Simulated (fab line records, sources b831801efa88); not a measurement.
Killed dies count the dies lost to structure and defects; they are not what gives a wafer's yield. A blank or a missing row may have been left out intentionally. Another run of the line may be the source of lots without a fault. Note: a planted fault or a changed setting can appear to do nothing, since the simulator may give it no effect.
Split-lot trial + flow sky130 + 23 wafers read from 5 lots, route of 708 steps

## THE SPLIT ITSELF
At SKY_LDD_P_IMPLANT_09, the setting dose_cm2 was moved away from the recipe's 1e+13 on 6 of the 23 wafers read, by -7.1% to +2.8%. The other wafers ran this setting at the recipe's value.

## BETWEEN THE SPLIT AND THE READING: the file shows 1 step in between
- SKY_LDD_P_STRIP_10: strips in O2/N2

## THE READING
LDD_P_TW, at SKY_LDD_P_TW_MEAS_11. On this fab line, fault-free wafers typically give 641.2 with a standard deviation of 2.9.

| wafer  | tool, chamber at the split | dose_cm2 as run | against the recipe | LDD_P_TW | against lot-mates on the recipe |
|--------|----------------------------|-----------------|--------------------|----------|---------------------------------|
| L074.1 | implanter-01, 0            | 1e+13           | recipe             | 640.3    | -                               |
| L074.2 | implanter-01, 0            | 1e+13           | recipe             | 639.4    | -                               |
| L074.6 | implanter-01, 0            | 1e+13           | recipe             | 640.0    | -                               |
| L080.2 | implanter-01, 0            | 1e+13           | recipe             | 639.2    | -                               |
| L080.3 | implanter-01, 0            | 1e+13           | recipe             | 638.6    | -                               |
| L080.4 | implanter-01, 0            | 1.021e+13       | +2.1%              | 643.4    | +4.1                            |
| L080.5 | implanter-01, 0            | 1e+13           | recipe             | 640.0    | -                               |
| L080.6 | implanter-01, 0            | 1.021e+13       | +2.1%              | 644.8    | +5.5                            |
| L081.1 | implanter-01, 0            | 1e+13           | recipe             | 639.2    | -                               |
| L081.2 | implanter-01, 0            | 1e+13           | recipe             | 638.8    | -                               |
| L081.4 | implanter-01, 0            | 1e+13           | recipe             | 635.4    | -                               |
| L081.5 | implanter-01, 0            | 1e+13           | recipe             | 639.1    | -                               |
| L081.6 | implanter-01, 0            | 1e+13           | recipe             | 640.9    | -                               |
| L082.1 | implanter-03, 0            | 1e+13           | recipe             | 639.7    | -                               |
| L082.3 | implanter-03, 0            | 9.295e+12       | -7.1%              | 623.7    | -17.2                           |
| L082.4 | implanter-03, 0            | 1e+13           | recipe             | 642.3    | -                               |
| L082.5 | implanter-03, 0            | 1e+13           | recipe             | 640.6    | -                               |
| L082.6 | implanter-03, 0            | 9.295e+12       | -7.1%              | 627.8    | -13.1                           |
| L085.1 | implanter-01, 0            | 1e+13           | recipe             | 639.5    | -                               |
| L085.2 | implanter-01, 0            | 1e+13           | recipe             | 640.6    | -                               |
| L085.3 | implanter-01, 0            | 1.028e+13       | +2.8%              | 644.9    | +5.2                            |
| L085.5 | implanter-01, 0            | 1.028e+13       | +2.8%              | 641.2    | +1.5                            |
| L085.6 | implanter-01, 0            | 1e+13           | recipe             | 639.0    | -                               |

THE FIT
A straight line over all 23 wafers: LDD_P_TW changes by +1.88 for each +1% of dose_cm2; r = +0.94; the points scatter about the line by 1.6.
The same after taking each lot's own level away (the mean of its wafers on the recipe; 23 wafers): +2.03 for each +1%; r = +0.95; scatter 1.5.
Per that fit: largest dose_cm2 move, reading shift of 14.
The span of the lots' own levels, 638.68 to 640.87, comes to 0.8 times the standard deviation stated above.
The two slopes are in agreement: the lot-to-lot level therefore moves the slope only a little.
Check: with one of the wafers moved furthest among these (-7.1%) left out of the fit, the line predicts -12.6 for it against its lot-mates. It came out at -17.2 against them.

## OTHER SPLITS APPLIED TO THESE WAFERS
Before the reading, these wafers also passed through other splits. Each is held against what the fit with the lots' levels taken away leaves over:
| other split on the same wafers    | wafers away from the commonest value | r with LDD_P_TW (lot level and that fit taken away) |
|-----------------------------------|--------------------------------------|-----------------------------------------------------|
| SKY_GATE_OXIDE_SOFTBAKE_06 time_s | 9                                    | +0.21                                               |
| SKY_POLY_GATE_COAT_08 spin_rpm    | 10                                   | +0.28                                               |
| SKY_POLY_GATE_ETCH_15 source_w    | 11                                   | -0.33                                               |
| SKY_LDD_N_IMPLANT_13 energy_kev   | 10                                   | +0.01                                               |

## FILE'S OWN FIT
LDD_P_TW changes by +2.04 for each +1% of dose_cm2, r = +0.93.
